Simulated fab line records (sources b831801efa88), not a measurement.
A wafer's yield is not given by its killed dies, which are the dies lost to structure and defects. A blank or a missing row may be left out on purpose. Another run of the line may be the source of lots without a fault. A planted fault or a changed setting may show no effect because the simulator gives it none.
fab line records	flow sky130	part 1 of 2: steps 1 to 29 of 40
record: lots: 5	wafers: 15	lastDay: 49
route steps=708 shown VT_ADJUST_PCH@152 SONOS_TUNNEL@154 SONOS_ONO@168 GATE_OXIDE@187
lots with no fault: from the same line, run without faults
startH: hours from the record's first day to the start of the lot's first wafer shown	waitH: hours elapsed since this lot's preceding step	" as in the row above	L1.1+2: a single row standing in for several wafers	- no value present, or no start provided	* or withheld: withheld	< > ~ a bound
route shown NAME@n: NAME is a module with steps in the file, n the number in the route of the first one	usual: mean/standard deviation of fault-free wafers	same: alike in all rows	chamber/n: place in a boat	sites: each site's reading	_std_site: the values' standard deviation	_edge_site: outer sites' mean less inner sites'	radiusMm: for every site, how far away it sits from the centre of the wafer	mask NAME#n: copy n	behind: the last tool/chamber to shape the wafer	hold: the reason the lot was held/the length of the hold in hours/how it ended	device: whichever transistor did not switch (one of n, p or np)	end of line: at the end of the route, the tests of the same wafers	a step given without rows: its recipe and nothing more	killed: count of dies lost to structure and defects at first sort (not the wafer's yield)	map: dies across one wafer; x = killed, . = not, _ = none there
set.NAME: setting as actually run; set.NAME@STEP: the setting as run at that earlier step	model.NAME: the simulator's own value behind a step, which no gauge read
lots at selected steps of the route; one table per step, one row per wafer
services: the hour from which a tool's chamber was out of use, counted from the record's first day as startH (under 0 if before that day), plus the number of hours and why
== steps ==
step: SKY_VT_ADJUST_PCH_STRIP_09
recipe: chemistry: O2/N2	powerW: 1400	pressureMtorr: 1500	platenTempC: withheld	o2FlowSccm: 3000	n2FlowSccm: 300	overashFraction: 0.5
usual: drypumpMotorCurrentA: 5.5/0.32	oesProductAu: 0.721/0.0044	stripTimeToEndpointS: 36.95/0.12
lot.wafer	tool	chamber	startH	waitH	drypumpMotorCurrentA	oesProductAu	rfHoursCounterH	stripTimeToEndpointS
L076.1	plasmaAsher-04	1	240.82	0.1	4.9	0.718	44	36.91
L076.3	"	1	"	"	4.9	0.726	-	36.90
L076.5	"	0	"	"	5.4	0.724	-	36.79
L077.4	plasmaAsher-04	1	247.81	0.1	4.9	0.718	-	37.11
L077.5	"	0	"	"	5.4	0.718	-	37.01
L077.6	"	1	"	"	4.9	0.721	-	36.97
L086.1	plasmaAsher-02	0	313.93	0.1	5.7	0.717	20	36.91
L086.3	"	1	"	"	5.6	0.721	-	37.02
L086.4	"	0	"	"	5.7	0.721	-	36.98
L089.1	plasmaAsher-04	0	334.22	0.1	5.4	0.715	54	36.95
L089.3	"	1	"	"	4.9	0.724	-	36.92
L089.5	"	0	"	"	5.4	0.725	-	36.86
L093.1	plasmaAsher-03	1	365.63	0.1	5.9	0.724	68	36.83
L093.5	"	1	"	"	5.9	0.727	-	36.79
L093.6	"	0	"	"	5.5	0.725	-	36.82
step: SKY_VT_ADJUST_PCH_TW_MEAS_10
usual: VT_ADJUST_PCH_TW: 141.6/1.1
lot.wafer	tool	chamber	startH	waitH	VT_ADJUST_PCH_TW
L076.1	filmMetro-01	-	240.92	0.1	141.5
L076.3	"	-	"	"	141.9
L076.5	"	-	"	"	141.7
L077.4	filmMetro-01	-	247.91	0.1	141.5
L077.5	"	-	"	"	141.0
L077.6	"	-	"	"	140.3
L086.1	filmMetro-01	-	314.03	0.1	140.6
L086.3	"	-	"	"	140.7
L086.4	"	-	"	"	140.6
L089.1	filmMetro-01	-	334.32	0.1	140.5
L089.3	"	-	"	"	140.2
L089.5	"	-	"	"	140.6
L093.1	filmMetro-01	-	365.73	0.1	140.2
L093.5	"	-	"	"	140.9
L093.6	"	-	"	"	141.5
step: SKY_SONOS_TUNNEL_DEHYDRATE_00
recipe: tempC: 200	timeS: 60
lot.wafer	tool	chamber	startH	waitH
L076.1+3+5	lithoTrack-03	0	251.28	10.4
L077.4+5+6	lithoTrack-01	0	258.06	10.1
L086.1+3+4	lithoTrack-03	0	327.03	13.0
L089.1+3+5	lithoTrack-02	0	347.84	13.5
L093.1+5+6	lithoTrack-01	0	379.43	13.7
step: SKY_SONOS_TUNNEL_HMDS_01
recipe: primeTimeS: 60	primeTempC: 120
lot.wafer	tool	chamber	startH	waitH
L076.1+3+5	lithoTrack-03	0	251.43	0.1
L077.4+5+6	lithoTrack-01	0	258.21	0.1
L086.1+3+4	lithoTrack-03	0	327.18	0.1
L089.1+3+5	lithoTrack-02	0	347.99	0.1
L093.1+5+6	lithoTrack-01	0	379.58	0.1
step: SKY_SONOS_TUNNEL_COAT_02
recipe: resist: NOVOLAK	spinRpm: 3000	resistThkNm: 1140
lot.wafer	tool	chamber	startH	waitH
L076.1+3+5	lithoTrack-03	0	251.58	0.1
L077.4+5+6	lithoTrack-01	0	258.36	0.1
L086.1+3+4	lithoTrack-03	0	327.33	0.1
L089.1+3+5	lithoTrack-02	0	348.14	0.1
L093.1+5+6	lithoTrack-01	0	379.73	0.1
step: SKY_SONOS_TUNNEL_SOFTBAKE_03
recipe: tempC: 90	timeS: 60	resist: NOVOLAK
lot.wafer	tool	chamber	startH	waitH
L076.1+3+5	lithoTrack-03	0	251.73	0.1
L077.4+5+6	lithoTrack-01	0	258.51	0.1
L086.1+3+4	lithoTrack-03	0	327.48	0.1
L089.1+3+5	lithoTrack-02	0	348.29	0.1
L093.1+5+6	lithoTrack-01	0	379.88	0.1
step: SKY_SONOS_TUNNEL_EXPOSE_04
recipe: maskId: TUNM	na: 0.6	sourceShape: conventional	sigmaOuter: 0.6	polarization: unpolarized	targetCdNm: 410	doseMj: 136
usual: exposureDoseMJCm2: 136.03/0.12
lot.wafer	tool	chamber	startH	waitH	mask	exposureDoseMJCm2
L076.1	ilineStepper-01	0	-	-	TUNM#0	136.13
L076.3	"	0	"	"	TUNM#0	136.06
L076.5	"	0	"	"	TUNM#0	136.02
L077.4	ilineStepper-02	0	-	-	TUNM#0	136.04
L077.5	"	0	"	"	TUNM#0	136.01
L077.6	"	0	"	"	TUNM#0	136.14
L086.1	ilineStepper-01	0	-	-	TUNM#0	136.07
L086.3	"	0	"	"	TUNM#0	136.00
L086.4	"	0	"	"	TUNM#0	135.94
L089.1	ilineStepper-02	0	-	-	TUNM#0	135.92
L089.3	"	0	"	"	TUNM#0	136.09
L089.5	"	0	"	"	TUNM#0	135.98
L093.1	ilineStepper-02	0	-	-	TUNM#0	136.10
L093.5	"	0	"	"	TUNM#0	136.05
L093.6	"	0	"	"	TUNM#0	136.09
step: SKY_SONOS_TUNNEL_PEB_05
recipe: tempC: withheld	timeS: *	resist: NOVOLAK
lot.wafer	tool	chamber	startH	waitH
L076.1+3+5	lithoTrack-03	0	-	-
L077.4+5+6	lithoTrack-02	0	-	-
L086.1+3+4	lithoTrack-02	0	-	-
L089.1+3+5	lithoTrack-01	0	-	-
L093.1+5+6	lithoTrack-01	0	-	-
step: SKY_SONOS_TUNNEL_DEVELOP_06
recipe: resist: NOVOLAK	developer: TMAH	developTimeS: 60	devTempC: 23
lot.wafer	tool	chamber	startH	waitH
L076.1+3+5	lithoTrack-03	0	263.33	0.1
L077.4+5+6	lithoTrack-02	0	270.62	0.1
L086.1+3+4	lithoTrack-02	0	340.19	0.1
L089.1+3+5	lithoTrack-01	0	361.73	0.1
L093.1+5+6	lithoTrack-01	0	393.78	0.1
step: SKY_SONOS_TUNNEL_CD_MEAS_07
recipe: targetCdNm: 410
usual: cdNm: 409.9/2.1
lot.wafer	tool	chamber	startH	waitH	cdNm
L076.1	cdSem-02	-	263.48	0.1	409.1
L076.3	"	-	"	"	408.0
L076.5	"	-	"	"	409.4
L077.4	cdSem-02	-	270.75	0.1	406.6
L077.5	"	-	"	"	407.5
L077.6	"	-	"	"	406.3
L086.1	cdSem-01	-	340.34	0.1	412.8
L086.3	"	-	"	"	408.9
L086.4	"	-	"	"	410.1
L089.1	cdSem-01	-	361.88	0.1	406.9
L089.3	"	-	"	"	408.2
L089.5	"	-	"	"	409.7
L093.1	cdSem-02	-	393.93	0.1	407.2
L093.5	"	-	"	"	410.6
L093.6	"	-	"	"	406.2
step: SKY_SONOS_TUNNEL_OVL_MEAS_08
usual: SONOS_TUNNEL_OVL: -1.0/1.2
lot.wafer	tool	chamber	startH	waitH	SONOS_TUNNEL_OVL[nm]
L076.1	overlay-01	-	263.60	0.1	-1.0
L076.3	"	-	"	"	-0.3
L076.5	"	-	"	"	-1.3
L077.4	overlay-01	-	270.83	0.1	0.0
L077.5	"	-	"	"	-2.1
L077.6	"	-	"	"	-1.5
L086.1	overlay-01	-	340.46	0.1	-0.8
L086.3	"	-	"	"	-0.6
L086.4	"	-	"	"	-2.4
L089.1	overlay-01	-	362.00	0.1	0.6
L089.3	"	-	"	"	-0.1
L089.5	"	-	"	"	0.1
L093.1	overlay-02	-	394.05	0.1	-0.8
L093.5	"	-	"	"	-1.4
L093.6	"	-	"	"	-0.8
step: SKY_SONOS_TUNNEL_IMPLANT_09
recipe: species: B	energyKev: 20	doseCm2: 1e+12	tiltDeg: withheld
usual: beamOnS: 10.04/0.21
lot.wafer	tool	chamber	startH	waitH	beamOnS
L076.1	implanter-03	0	263.64	0.0	9.80
L076.3	"	0	"	"	10.20
L076.5	"	0	"	"	9.89
L077.4	implanter-04	0	270.92	0.1	9.96
L077.5	"	0	"	"	9.88
L077.6	"	0	"	"	10.10
L086.1	implanter-04	0	340.50	0.0	10.21
L086.3	"	0	"	"	9.81
L086.4	"	0	"	"	9.79
L089.1	implanter-03	0	362.04	0.0	10.13
L089.3	"	0	"	"	9.43
L089.5	"	0	"	"	9.85
L093.1	implanter-03	0	394.09	0.0	10.09
L093.5	"	0	"	"	10.11
L093.6	"	0	"	"	10.39
step: SKY_SONOS_TUNNEL_WET_ETCH_10
recipe: chemistry: dHF	targetDepthNm: 14	target: SiO2	dilution: 100:1	tempC: 25	timeS: 280
lot.wafer	tool	chamber	startH	waitH
L076.1+3+5	wetBench-02	3	263.79	0.1
L077.4+5+6	wetBench-01	3	271.00	0.1
L086.1+3+4	wetBench-02	0	340.65	0.1
L089.1+3+5	wetBench-01	1	362.19	0.1
L093.1+5+6	wetBench-01	3	394.24	0.1
step: SKY_SONOS_TUNNEL_STRIP_11
recipe: chemistry: SPM	timeS: 600	tempC: 130
lot.wafer	tool	chamber	startH	waitH
L076.1+3+5	wetBench-01	0	263.88	0.0
L077.4+5+6	wetBench-02	3	271.08	0.0
L086.1+3+4	wetBench-01	2	340.73	0.0
L089.1+3+5	wetBench-03	0	362.27	0.0
L093.1+5+6	wetBench-02	0	394.32	0.0
step: SKY_SONOS_TUNNEL_TW_MEAS_12
usual: SONOS_TUNNEL_TW: 196.7/2.2
lot.wafer	tool	chamber	startH	waitH	SONOS_TUNNEL_TW
L076.1	filmMetro-01	-	264.05	0.0	196.0
L076.3	"	-	"	"	195.1
L076.5	"	-	"	"	195.8
L077.4	filmMetro-04	-	271.29	0.0	200.5
L077.5	"	-	"	"	199.4
L077.6	"	-	"	"	198.8
L086.1	filmMetro-04	-	340.91	0.0	198.9
L086.3	"	-	"	"	200.0
L086.4	"	-	"	"	199.4
L089.1	filmMetro-03	-	362.46	0.0	197.6
L089.3	"	-	"	"	198.7
L089.5	"	-	"	"	197.4
L093.1	filmMetro-01	-	394.50	0.0	193.9
L093.5	"	-	"	"	192.2
L093.6	"	-	"	"	193.9
step: SKY_SONOS_TUNNEL_CLEAN_13
recipe: chemistry: dHF	timeS: 20	dilution: 100:1	dry: ipaMarangoni
lot.wafer	tool	chamber	startH	waitH
L076.1+3+5	wetBench-02	3	264.11	0.1
L077.4+5+6	wetBench-03	1	271.32	0.0
L086.1+3+4	wetBench-03	3	340.97	0.1
L089.1+3+5	wetBench-02	2	362.52	0.1
L093.1+5+6	wetBench-03	0	394.56	0.1
step: SKY_SONOS_ONO_OXIDATION_00
recipe: tempC: 800	ambient: O2	idleTempC: 700	rampUpCPerMin: 10	rampDownCPerMin: 3	stabiliseS: 600	purgeS: 300	targetThkA: 26	oxTimeS: 1249
usual: spikeTcUpperC: 798.6/1.2	zonePowerBottomPct: 21.8/0.38	zonePowerCentrePct: 14.2/0.83	zonePowerLowerPct: 15.1/1.2	zonePowerTopPct: 28.0/0.65
lot.wafer	tool	chamber	startH	waitH	spikeTcUpperC	zonePowerBottomPct	zonePowerCentrePct	zonePowerLowerPct	zonePowerTopPct
L076.1	furnace-01	0	264.41	0.3	798.6	21.6	13.6	13.8	27.6
L076.3	"	0	"	"	798.3	21.6	13.3	14.1	27.0
L076.5	"	0	"	"	801.8	21.2	13.5	13.8	27.6
L077.4	furnace-01	0	271.63	0.3	800.7	21.6	13.2	13.9	27.7
L077.5	"	0	"	"	799.5	21.5	13.5	13.7	27.6
L077.6	"	0	"	"	800.2	21.3	13.7	14.1	27.1
L086.1	furnace-01	0	343.09	2.1	799.0	21.5	13.3	14.1	27.0
L086.3	"	0	"	"	797.9	22.0	13.5	13.8	27.3
L086.4	"	0	"	"	801.9	21.8	13.2	14.4	26.9
L089.1	furnace-02	0	363.61	1.1	798.3	22.3	15.0	16.4	29.1
L089.3	"	0	"	"	797.1	22.2	15.2	16.5	28.9
L089.5	"	0	"	"	798.9	22.0	15.1	16.4	28.9
L093.1	furnace-02	0	394.57	0.0	797.0	21.8	14.9	16.6	28.9
L093.5	"	0	"	"	799.4	21.9	14.9	16.2	29.0
L093.6	"	0	"	"	798.3	21.9	15.3	16.2	28.6
step: SKY_SONOS_ONO_THK_MEAS_01
recipe: reads: SiO2_of_SONOS_ONO_OXIDATION_00
usual: SONOS_ONO_OXIDATION_THK: 2.59/0.056
lot.wafer	tool	chamber	startH	waitH	SONOS_ONO_OXIDATION_THK[nm]
L076.1	filmMetro-03	-	265.76	0.0	2.62
L076.3	"	-	"	"	2.61
L076.5	"	-	"	"	2.56
L077.4	filmMetro-02	-	273.01	0.0	2.62
L077.5	"	-	"	"	2.62
L077.6	"	-	"	"	2.62
L086.1	filmMetro-04	-	344.44	0.0	2.61
L086.3	"	-	"	"	2.60
L086.4	"	-	"	"	2.60
L089.1	filmMetro-03	-	364.95	0.0	2.61
L089.3	"	-	"	"	2.56
L089.5	"	-	"	"	2.62
L093.1	filmMetro-03	-	395.92	0.0	2.53
L093.5	"	-	"	"	2.47
L093.6	"	-	"	"	2.56
step: SKY_SONOS_ONO_CVD_02
recipe: material: Si3N4	precursor: DCS/NH3	targetThkNm: 10.5	tempC: 770	timeS: 180	pressureMtorr: 250
usual: spikeTcUpperC: 769.5/1.1	zonePowerBottomPct: 20.7/2.6	zonePowerCentrePct: 12.7/1.2	zonePowerLowerPct: 13.2/0.57	zonePowerTopPct: 24.3/0.34
lot.wafer	tool	chamber	startH	waitH	spikeTcUpperC	zonePowerBottomPct	zonePowerCentrePct	zonePowerLowerPct	zonePowerTopPct
L076.1	lpcvd-02	0	265.82	0.1	770.8	18.0	11.5	13.8	24.2
L076.3	"	0	"	"	769.2	18.2	11.5	13.7	24.0
L076.5	"	0	"	"	770.6	18.3	11.5	13.9	24.0
L077.4	lpcvd-02	0	273.48	0.5	769.1	18.4	11.4	13.8	24.1
L077.5	"	0	"	"	768.9	18.4	11.8	13.7	24.0
L077.6	"	0	"	"	769.2	18.1	11.6	13.7	24.3
L086.1	lpcvd-02	1	345.04	0.6	770.4	23.5	13.8	12.5	24.7
L086.3	"	1	"	"	769.7	23.0	13.8	12.7	24.8
L086.4	"	1	"	"	769.1	23.5	13.7	12.7	24.1
L089.1	lpcvd-02	1	366.22	1.3	771.4	23.5	13.8	12.5	25.1
L089.3	"	1	"	"	771.1	23.7	13.8	12.4	24.1
L089.5	"	1	"	"	768.7	23.2	14.0	12.6	24.8
L093.1	lpcvd-02	0	395.98	0.1	767.7	18.2	11.5	13.5	24.6
L093.5	"	0	"	"	767.9	18.2	11.5	13.7	23.8
L093.6	"	0	"	"	770.1	17.9	11.6	14.0	23.9
step: SKY_SONOS_ONO_THK_MEAS_03
recipe: reads: Si3N4_of_SONOS_ONO_CVD_02
usual: SONOS_ONO_CVD_02_THK: 10.61/0.12
lot.wafer	tool	chamber	startH	waitH	SONOS_ONO_CVD_02_THK[nm]
L076.1	filmMetro-04	-	266.87	0.0	10.51
L076.3	"	-	"	"	10.49
L076.5	"	-	"	"	10.44
L077.4	filmMetro-04	-	274.56	0.0	10.49
L077.5	"	-	"	"	10.51
L077.6	"	-	"	"	10.53
L086.1	filmMetro-03	-	346.09	0.0	10.59
L086.3	"	-	"	"	10.63
L086.4	"	-	"	"	10.67
L089.1	filmMetro-03	-	367.27	0.0	10.55
L089.3	"	-	"	"	10.63
L089.5	"	-	"	"	10.50
L093.1	filmMetro-02	-	397.03	0.0	10.93
L093.5	"	-	"	"	10.89
L093.6	"	-	"	"	11.06
step: SKY_SONOS_ONO_CVD_04
recipe: material: SiO2	precursor: SiH4/N2O	targetThkNm: 5.7199	tempC: 900	pressureMtorr: 400
usual: spikeTcUpperC: 899.0/1.9	zonePowerBottomPct: 29.2/0.76	zonePowerCentrePct: 18.6/0.95	zonePowerLowerPct: 18.1/1.1	zonePowerTopPct: 36/3.1
lot.wafer	tool	chamber	startH	waitH	spikeTcUpperC	zonePowerBottomPct	zonePowerCentrePct	zonePowerLowerPct	zonePowerTopPct
L076.1	lpcvd-03	1	266.93	0.1	896.5	29.6	17.9	17.2	33
L076.3	"	1	"	"	897.5	29.9	17.4	17.1	33
L076.5	"	1	"	"	897.8	30.3	17.7	17.0	33
L077.4	lpcvd-03	1	274.59	0.0	900.2	29.9	17.8	17.2	34
L077.5	"	1	"	"	896.8	29.6	17.7	16.8	33
L077.6	"	1	"	"	896.6	30.1	17.7	17.0	33
L086.1	lpcvd-03	1	346.15	0.1	898.1	29.8	17.9	17.1	33
L086.3	"	1	"	"	898.2	29.6	17.9	17.0	33
L086.4	"	1	"	"	898.7	29.2	18.0	17.2	33
L089.1	lpcvd-03	0	367.33	0.1	899.1	28.6	19.9	19.6	39
L089.3	"	0	"	"	901.6	28.3	19.6	19.3	39
L089.5	"	0	"	"	901.0	28.0	19.4	19.7	39
L093.1	lpcvd-03	0	397.09	0.1	900.8	28.3	19.8	19.6	40
L093.5	"	0	"	"	900.3	28.6	19.8	19.7	39
L093.6	"	0	"	"	898.6	28.5	19.4	19.3	39
step: SKY_SONOS_ONO_THK_MEAS_05
recipe: reads: SiO2_of_SONOS_ONO_CVD_04
usual: SONOS_ONO_CVD_04_THK: 5.75/0.11
lot.wafer	tool	chamber	startH	waitH	SONOS_ONO_CVD_04_THK[nm]
L076.1	filmMetro-04	-	268.18	0.0	5.67
L076.3	"	-	"	"	5.77
L076.5	"	-	"	"	5.62
L077.4	filmMetro-03	-	275.87	0.0	5.60
L077.5	"	-	"	"	5.56
L077.6	"	-	"	"	5.62
L086.1	filmMetro-02	-	348.03	0.0	5.75
L086.3	"	-	"	"	5.61
L086.4	"	-	"	"	5.71
L089.1	filmMetro-02	-	368.58	0.0	5.64
L089.3	"	-	"	"	5.72
L089.5	"	-	"	"	5.71
L093.1	filmMetro-02	-	398.96	0.0	5.65
L093.5	"	-	"	"	5.70
L093.6	"	-	"	"	5.59
step: SKY_SONOS_ONO_DEHYDRATE_06
recipe: tempC: 200	timeS: 60
lot.wafer	tool	chamber	startH	waitH
L076.1+3+5	lithoTrack-04	0	278.97	10.8
L077.4+5+6	lithoTrack-01	0	286.75	10.9
L086.1+3+4	lithoTrack-04	0	361.17	13.1
L089.1+3+5	lithoTrack-04	0	381.62	13.0
L093.1+5+6	lithoTrack-01	0	413.03	14.1
step: SKY_SONOS_ONO_HMDS_07
recipe: primeTimeS: 60	primeTempC: 120
lot.wafer	tool	chamber	startH	waitH
L076.1+3+5	lithoTrack-04	0	279.12	0.1
L077.4+5+6	lithoTrack-01	0	286.90	0.1
L086.1+3+4	lithoTrack-04	0	361.32	0.1
L089.1+3+5	lithoTrack-04	0	381.77	0.1
L093.1+5+6	lithoTrack-01	0	413.18	0.1
step: SKY_SONOS_ONO_COAT_08
recipe: resist: NOVOLAK	spinRpm: 3000	resistThkNm: 1140
lot.wafer	tool	chamber	startH	waitH
L076.1+3+5	lithoTrack-04	0	279.27	0.1
L077.4+5+6	lithoTrack-01	0	287.05	0.1
L086.1+3+4	lithoTrack-04	0	361.47	0.1
L089.1+3+5	lithoTrack-04	0	381.92	0.1
L093.1+5+6	lithoTrack-01	0	413.33	0.1
step: SKY_SONOS_ONO_SOFTBAKE_09
recipe: tempC: 90	timeS: 60	resist: NOVOLAK
lot.wafer	tool	chamber	startH	waitH
L076.1+3+5	lithoTrack-04	0	279.42	0.1
L077.4+5+6	lithoTrack-01	0	287.20	0.1
L086.1+3+4	lithoTrack-04	0	361.62	0.1
L089.1+3+5	lithoTrack-04	0	382.07	0.1
L093.1+5+6	lithoTrack-01	0	413.48	0.1
step: SKY_SONOS_ONO_EXPOSE_10
recipe: maskId: ONOM	targetCdNm: 410	na: 0.6	sourceShape: conventional	sigmaOuter: 0.6	doseMj: 150
usual: exposureDoseMJCm2: 149.97/0.14
lot.wafer	tool	chamber	startH	waitH	mask	exposureDoseMJCm2
L076.1	ilineStepper-01	0	-	-	ONOM#0	149.83
L076.3	"	0	"	"	ONOM#0	149.79
L076.5	"	0	"	"	ONOM#0	149.81
L077.4	ilineStepper-01	0	-	-	ONOM#0	150.08
L077.5	"	0	"	"	ONOM#0	150.13
L077.6	"	0	"	"	ONOM#0	150.01
L086.1	ilineStepper-01	0	-	-	ONOM#0	150.00
L086.3	"	0	"	"	ONOM#0	149.81
L086.4	"	0	"	"	ONOM#0	149.98
L089.1	ilineStepper-01	0	-	-	ONOM#0	150.18
L089.3	"	0	"	"	ONOM#0	150.14
L089.5	"	0	"	"	ONOM#0	150.06
L093.1	ilineStepper-01	0	-	-	ONOM#0	149.89
L093.5	"	0	"	"	ONOM#0	149.84
L093.6	"	0	"	"	ONOM#0	150.04
step: SKY_SONOS_ONO_PEB_11
recipe: tempC: withheld	timeS: *	resist: NOVOLAK
lot.wafer	tool	chamber	startH	waitH
L076.1+3+5	lithoTrack-04	0	-	-
L077.4+5+6	lithoTrack-01	0	-	-
L086.1+3+4	lithoTrack-01	0	-	-
L089.1+3+5	lithoTrack-03	0	-	-
L093.1+5+6	lithoTrack-03	0	-	-
step: SKY_SONOS_ONO_DEVELOP_12
recipe: developTimeS: 60	devTempC: 23
lot.wafer	tool	chamber	startH	waitH
L076.1+3+5	lithoTrack-04	0	292.27	0.1
L077.4+5+6	lithoTrack-01	0	300.10	0.1
L086.1+3+4	lithoTrack-01	0	375.63	0.1
L089.1+3+5	lithoTrack-03	0	395.78	0.1
L093.1+5+6	lithoTrack-03	0	428.53	0.1
